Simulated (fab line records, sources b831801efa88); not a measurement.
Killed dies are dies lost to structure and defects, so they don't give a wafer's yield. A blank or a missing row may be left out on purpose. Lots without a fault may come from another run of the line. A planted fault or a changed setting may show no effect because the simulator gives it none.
Which tool did it? | flow gf180mcu | 15 lots, 45 wafers sampled, at 6 steps of a route of 602

WHAT THE GAUGES READ, wafer by wafer
GF_PASSIVATION_BOW_MEAS_14. Usual: PASSIVATION_BOW 136 um, standard deviation 10.
lot  | measured     | on            | PASSIVATION_BOW (um) | flag
L611 | day 29 02:21 | film_metro-02 | 138 152 134          |
L612 | day 29 09:17 | film_metro-03 | 161 162 149          |
L613 | day 29 16:53 | film_metro-02 | 133 133 136          |
L614 | day 30 00:18 | film_metro-01 | 131 127 130          |
L615 | day 30 09:10 | film_metro-03 | 132 136 139          |
L616 | day 30 18:04 | film_metro-03 | 99 106 109           | OFF
L617 | day 31 04:23 | film_metro-02 | 88 95 92             | OFF
L618 | day 31 05:13 | film_metro-03 | 103 91 96            | OFF
L626 | day 33 09:10 | film_metro-01 | 128 136 138          |
L627 | day 33 18:12 | film_metro-02 | 144 137 147          |
L630 | day 34 07:03 | film_metro-01 | 138 139 144          |
L631 | day 34 11:46 | film_metro-03 | 145 135 125          |
L632 | day 34 16:58 | film_metro-03 | 138 140 141          |
L633 | day 34 22:26 | film_metro-02 | 131 138 140          |
L634 | day 35 06:25 | film_metro-03 | 141 134 138          |

WHICH TOOL RAN EACH LOT (tool, then ch and the chambers of the sampled wafers, then the start)
lot  | GF_V5_CMP_04                  | GF_PASSIVATION_CVD_00           | GF_PASSIVATION_CVD_02           | GF_PASSIVATION_ETCH_11             | GF_PASSIVATION_STRIP_12
L611 | cmp-01 ch 1,2, day 26 09:49   | pecvd-04 ch 0,1,2, day 28 04:56 | pecvd-01 ch 0,1,2, day 28 05:11 | rie_diel-01 ch 0,1,2, day 29 00:27 | plasma_asher-04 ch 0,1, day 29 00:43
L612 | cmp-01 ch 1,2,3, day 26 16:38 | pecvd-02 ch 0,1,2, day 28 12:04 | pecvd-04 ch 0,1,2, day 28 12:12 | rie_diel-04 ch 1,2,3, day 29 07:27 | plasma_asher-03 ch 0,1, day 29 07:41
L613 | cmp-02 ch 0,1,3, day 27 00:43 | pecvd-04 ch 1,2, day 28 19:37   | pecvd-02 ch 0,1,2, day 28 19:46 | rie_diel-04 ch 0,2, day 29 15:03   | plasma_asher-03 ch 0,1, day 29 15:17
L614 | cmp-01 ch 0,1,2, day 27 09:30 | pecvd-02 ch 1,2, day 29 03:29   | pecvd-01 ch 0,1, day 29 03:37   | rie_diel-01 ch 0,2, day 29 22:24   | plasma_asher-02 ch 0,1, day 29 22:38
L615 | cmp-02 ch 0,1, day 27 19:04   | pecvd-01 ch 0,2, day 29 12:16   | pecvd-04 ch 0,2, day 29 12:24   | rie_diel-01 ch 0,1,3, day 30 07:19 | plasma_asher-04 ch 0,1, day 30 07:33
L616 | cmp-02 ch 2,3, day 28 04:36   | pecvd-02 ch 0,1, day 29 20:49   | pecvd-04 ch 0,1,2, day 29 20:57 | rie_diel-04 ch 1,3, day 30 16:12   | plasma_asher-02 ch 0,1, day 30 16:26
L617 | cmp-01 ch 1,2,3, day 28 13:51 | pecvd-04 ch 0,1, day 30 07:45   | pecvd-02 ch 0,2, day 30 07:53   | rie_diel-04 ch 0,1, day 31 02:33   | plasma_asher-02 ch 0,1, day 31 02:47
L618 | cmp-01 ch 0,2,3, day 28 14:36 | pecvd-01 ch 0,2, day 30 08:00   | pecvd-04 ch 0,1,2, day 30 08:08 | rie_diel-02 ch 0,1,3, day 31 02:34 | plasma_asher-03 ch 0,1, day 31 02:48
L626 | cmp-01 ch 0,3, day 31 02:32   | pecvd-01 ch 0,1, day 32 15:23   | pecvd-04 ch 1,2, day 32 15:32   | rie_diel-02 ch 0,1,3, day 33 07:19 | plasma_asher-02 ch 0,1, day 33 07:33
L627 | cmp-02 ch 0,2,3, day 31 11:30 | pecvd-04 ch 0,1, day 32 23:54   | pecvd-01 ch 0,1,2, day 33 00:08 | rie_diel-02 ch 1,2, day 33 16:22   | plasma_asher-03 ch 0,1, day 33 16:36
L630 | cmp-02 ch 1,2,3, day 32 03:24 | pecvd-04 ch 0,1,2, day 33 13:44 | pecvd-02 ch 0,1, day 33 13:52   | rie_diel-01 ch 0,1,3, day 34 05:13 | plasma_asher-04 ch 0,1, day 34 05:27
L631 | cmp-01 ch 0,2,3, day 32 08:00 | pecvd-01 ch 1,2, day 33 18:05   | pecvd-04 ch 0,1, day 33 18:14   | rie_diel-01 ch 1,2, day 34 09:55   | plasma_asher-03 ch 0,1, day 34 10:09
L632 | cmp-02 ch 0,1,3, day 32 13:10 | pecvd-02 ch 0,1, day 33 23:35   | pecvd-04 ch 0,1, day 33 23:44   | rie_diel-01 ch 0,1,3, day 34 15:00 | plasma_asher-04 ch 0,1, day 34 15:14
L633 | cmp-02 ch 0,2,3, day 32 18:15 | pecvd-04 ch 0,1,2, day 34 05:37 | pecvd-01 ch 0,1, day 34 05:46   | rie_diel-01 ch 0,2,3, day 34 20:33 | plasma_asher-04 ch 0,1, day 34 20:49
L634 | cmp-02 ch 2,3, day 33 04:44   | pecvd-01 ch 1,2, day 34 14:10   | pecvd-02 ch 0,2, day 34 14:19   | rie_diel-04 ch 1,2, day 35 04:34   | plasma_asher-02 ch 0,1, day 35 04:48
- GF_V5_CMP_04: polishes SiO2.
- GF_PASSIVATION_CVD_00: deposits SiO2 from TEOS, target thk 1000 nm, time 111.95 s.
- GF_PASSIVATION_CVD_02: deposits Si3N4, target thk 700 nm, time 486.18 s.
- GF_PASSIVATION_ETCH_11: etches the open film in CF4/O2, stops on TiN, target depth 1800 nm, time 400 s.
- GF_PASSIVATION_STRIP_12: strips in O2/N2.

WHAT THE TOOLS THEMSELVES READ (means of the sampled wafers that have a number; where no wafer has one, the mark that the record gives instead)
GF_V5_CMP_04. Usual: motor_current_A 12.0 A, standard deviation 0.83; slurry_filter_dp_kPa 13.50 kPa, standard deviation 0.14.
lot  | tool   | motor_current_A (A) | slurry_filter_dp_kPa (kPa) | flag
L611 | cmp-01 | 11.9                | 13.58                      |
L612 | cmp-01 | 12.5                | 13.40                      |
L613 | cmp-02 | 12.3                | 13.35                      |
L614 | cmp-01 | 11.8                | 13.60                      |
L615 | cmp-02 | 11.3                | 13.59                      |
L616 | cmp-02 | 12.6                | 13.43                      |
L617 | cmp-01 | 12.3                | 13.53                      |
L618 | cmp-01 | 11.9                | 13.54                      |
L626 | cmp-01 | 12.4                | 13.63                      |
L627 | cmp-02 | 12.8                | 13.56                      |
L630 | cmp-02 | 12.0                | 13.43                      |
L631 | cmp-01 | 12.2                | 13.66                      |
L632 | cmp-02 | 12.3                | 13.42                      |
L633 | cmp-02 | 12.2                | 13.60                      |
L634 | cmp-02 | 12.1                | 13.47                      |

GF_PASSIVATION_CVD_00. Usual: heater_power_outer_w 327 W, standard deviation 71; heater_power_w 581 W, standard deviation 97.
lot  | tool     | heater_power_outer_w (W) | heater_power_w (W) | flag
L611 | pecvd-04 | 344                      | 577                |
L612 | pecvd-02 | 287                      | 522                |
L613 | pecvd-04 | 369                      | 607                |
L614 | pecvd-02 | 254                      | 465                |
L615 | pecvd-01 | 338                      | 640                |
L616 | pecvd-02 | -                        | -                  | OFF
L617 | pecvd-04 | -                        | -                  | OFF
L618 | pecvd-01 | -                        | -                  | OFF
L626 | pecvd-01 | 385                      | 676                |
L627 | pecvd-04 | 372                      | 620                |
L630 | pecvd-04 | 311                      | 558                |
L631 | pecvd-01 | 286                      | 522                |
L632 | pecvd-02 | 222                      | 426                |
L633 | pecvd-04 | 342                      | 586                |
L634 | pecvd-01 | 318                      | 588                |

GF_PASSIVATION_CVD_02. Usual: heater_power_outer_w 354 W, standard deviation 62; heater_power_w 619 W, standard deviation 87.
lot  | tool     | heater_power_outer_w (W) | heater_power_w (W) | flag
L611 | pecvd-01 | 384                      | 680                |
L612 | pecvd-04 | 351                      | 590                |
L613 | pecvd-02 | 287                      | 525                |
L614 | pecvd-01 | 427                      | 728                |
L615 | pecvd-04 | 321                      | 572                |
L616 | pecvd-04 | 360                      | 610                |
L617 | pecvd-02 | 330                      | 601                |
L618 | pecvd-04 | 365                      | 605                |
L626 | pecvd-04 | 404                      | 645                |
L627 | pecvd-01 | 393                      | 691                |
L630 | pecvd-02 | 277                      | 490                |
L631 | pecvd-04 | 411                      | 684                |
L632 | pecvd-04 | 431                      | 708                |
L633 | pecvd-01 | 327                      | 604                |
L634 | pecvd-02 | 346                      | 613                |

GF_PASSIVATION_ETCH_11. Usual: drypump_motor_current_A 5.8 A, standard deviation 0.47; oes_product_au 0.962 a.u., standard deviation 0.0078; throttle_valve_pct 5.959 %, standard deviation 0.0093.
lot  | tool        | drypump_motor_current_A (A) | oes_product_au (a.u.) | throttle_valve_pct (%) | flag
L611 | rie_diel-01 | 6.0                         | 0.960                 | 5.965                  |
L612 | rie_diel-04 | 5.2                         | 0.955                 | 5.956                  |
L613 | rie_diel-04 | 6.3                         | 0.959                 | 5.961                  |
L614 | rie_diel-01 | 5.7                         | 0.967                 | 5.963                  |
L615 | rie_diel-01 | 6.0                         | 0.969                 | 5.953                  |
L616 | rie_diel-04 | 5.1                         | 0.987                 | 5.960                  | OFF
L617 | rie_diel-04 | 5.6                         | 0.978                 | 5.972                  |
L618 | rie_diel-02 | 5.6                         | 0.989                 | 5.968                  | OFF
L626 | rie_diel-02 | 5.6                         | 0.970                 | 5.956                  |
L627 | rie_diel-02 | 5.9                         | 0.962                 | 5.961                  |
L630 | rie_diel-01 | 6.0                         | 0.960                 | 5.963                  |
L631 | rie_diel-01 | 6.3                         | 0.962                 | 5.959                  |
L632 | rie_diel-01 | 6.0                         | 0.959                 | 5.957                  |
L633 | rie_diel-01 | 5.8                         | 0.955                 | 5.957                  |
L634 | rie_diel-04 | 5.3                         | 0.963                 | 5.962                  |

GF_PASSIVATION_STRIP_12. Usual: drypump_motor_current_A 5.9 A, standard deviation 0.51; heater_power_w 325 W, standard deviation 43; oes_product_au 0.719 a.u., standard deviation 0.0046; strip_time_to_endpoint_s 34.8 s, standard deviation 0.36.
lot  | tool            | drypump_motor_current_A (A) | heater_power_w (W) | oes_product_au (a.u.) | strip_time_to_endpoint_s (s) | flag
L611 | plasma_asher-04 | 5.5                         | 323                | 0.716                 | 34.7                         |
L612 | plasma_asher-03 | 6.5                         | 352                | 0.715                 | 34.5                         |
L613 | plasma_asher-03 | 6.5                         | 349                | 0.717                 | 35.0                         |
L614 | plasma_asher-02 | 5.9                         | 322                | 0.719                 | 34.8                         |
L615 | plasma_asher-04 | 5.4                         | 323                | 0.716                 | 34.4                         |
L616 | plasma_asher-02 | 5.9                         | 317                | 0.719                 | 34.4                         |
L617 | plasma_asher-02 | 6.0                         | 323                | 0.719                 | 34.7                         |
L618 | plasma_asher-03 | 6.5                         | 350                | 0.720                 | 34.8                         |
L626 | plasma_asher-02 | 5.9                         | 316                | 0.720                 | 34.7                         |
L627 | plasma_asher-03 | 6.3                         | 301                | 0.715                 | 35.1                         |
L630 | plasma_asher-04 | 5.5                         | 327                | 0.722                 | 34.8                         |
L631 | plasma_asher-03 | 6.3                         | 297                | 0.720                 | 34.5                         |
L632 | plasma_asher-04 | 5.8                         | 340                | 0.717                 | 34.8                         |
L633 | plasma_asher-04 | 5.5                         | 328                | 0.720                 | 35.1                         |
L634 | plasma_asher-02 | 5.9                         | 308                | 0.722                 | 34.4                         |

THE ANSWER, worked out from the rows above alone
Rule: a lot is off if the mean of its wafers that have a number lies more than 3 standard deviations from the usual mean. A lot without any number at a reading at which 4 lots or more have one is off too. The other lots that the step has rows for count as sound. The gauges are gone through in route order, then the tools' own readings, and for those a lot's mean is taken as printed above. The first step at which some lot is off is used, and at that step the reading that is off furthest; a lot without a number counts as furthest.
Off: L616, L617, L618, at GF_PASSIVATION_BOW_MEAS_14 (PASSIVATION_BOW).
A tool fits if, at a process step before that reading, it ran every lot that is off, and no sound lot after the first of them. The gauges at GF_PASSIVATION_BOW_MEAS_14 aren't tried: what is off there is off at GF_PASSIVATION_CVD_00 too, on other tools, and a gauge's error can't cause that. None of those tried fits.

WHAT THE SIMULATOR HAD PUT IN
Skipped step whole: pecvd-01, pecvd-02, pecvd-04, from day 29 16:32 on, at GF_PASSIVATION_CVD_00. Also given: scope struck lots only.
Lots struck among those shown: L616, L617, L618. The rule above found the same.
